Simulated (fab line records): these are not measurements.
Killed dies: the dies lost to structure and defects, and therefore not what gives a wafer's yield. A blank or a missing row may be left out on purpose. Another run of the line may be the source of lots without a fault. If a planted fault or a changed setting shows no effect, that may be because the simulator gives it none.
One fault seen from 2 desks -- flow gf180mcu -- what lay behind the numbers comes last; until then each desk has only its own

== DESK OF THE TOOL OWNER: litho_track-04 ==
The tool's own readings at GF_M5_PEB_05 (peb time 90 s): means of the sampled wafers that have a number, for each lot that ran on this tool. If a lot's mean is further than 4 standard deviations from the usual mean, the lot is out of limits and carries the mark OUT (the distance appears in the brackets).
Columns: A = heater_power_total_W at GF_M5_PEB_05, usual 85.71 W; B = plate_temp_C at GF_M5_PEB_05, usual 135.01 C
lot,first seen here,A,B
L179,day 26 09:58,85.69,135.01
L180,day 26 18:10,85.75,135.13
L181,day 27 03:53,85.72,134.74
L182,day 27 06:43,85.82,134.95
L183,day 27 12:53,85.66,135.02
L191,day 29 23:10,80.40 (-64) OUT,128.65 (-49) OUT
L193,day 30 13:02,80.44 (-63) OUT,128.46 (-50) OUT
L195,day 31 04:23,80.44 (-64) OUT,128.66 (-49) OUT
Finding of this desk: L191, L193, L195 out of limits; the first was L191 at day 29 23:10, on heater_power_total_W at GF_M5_PEB_05. In limits: L179, L180, L181, L182, L183.

== METROLOGY DESK ==
What the gauges read, lot by lot, whatever tool the lot ran on: means of the sampled wafers that have a number. If a lot's mean is further than 4 standard deviations from the usual mean, the lot is out of limits and carries the mark OUT (the distance appears in the brackets).
Columns: A = MIM_ALCU_THK at GF_MIM_THK_MEAS_11, usual 197.5 nm; B = cd_nm at GF_M5_CD_MEAS_07, usual 279.9 nm
lot,first seen here,A,B
L179,day 24 15:21,194.3,278.4
L180,day 25 00:46,197.9,281.0
L181,day 25 09:19,198.4,279.4
L182,day 25 13:20,198.7,279.3
L183,day 25 19:49,201.8,280.0
L185,day 26 09:17,194.3,279.1
L191,day 28 08:17,197.9,301.6 (+18) OUT
L193,day 28 23:15,195.7,297.2 (+14) OUT
L195,day 29 16:10,196.7,306.4 (+22) OUT
L197,day 30 00:34,196.8,278.3
L199,day 30 16:11,195.0,279.5
L201,day 31 01:10,196.6,278.1
L202,day 31 08:44,195.9,280.2
Finding of this desk: L191, L193, L195 out of limits; the first was L191 at day 29 23:30, on cd_nm at GF_M5_CD_MEAS_07. In limits: L179, L180, L181, L182, L183, L185, L197, L199, L201, L202.

== TAKEN TOGETHER ==
At day 29 23:10, on L191, L193, L195, the tool owner's desk was in a position to raise an alarm.
At day 29 23:30 the metrology desk could have sounded an alarm, on L191, L193, L195.
GF_M5_PEB_05 was run on litho_track-04 by each of the lots named.

== WHAT THE SIMULATOR HAD PUT IN ==
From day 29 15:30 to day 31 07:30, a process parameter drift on litho_track-04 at GF_M5_PEB_05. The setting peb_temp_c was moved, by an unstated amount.
Lots struck among those shown: L191, L193, L195.
Counting hours from when the fault started, the first reading out of limits came at 8 for the tool owner's desk and at 8 for the metrology desk.
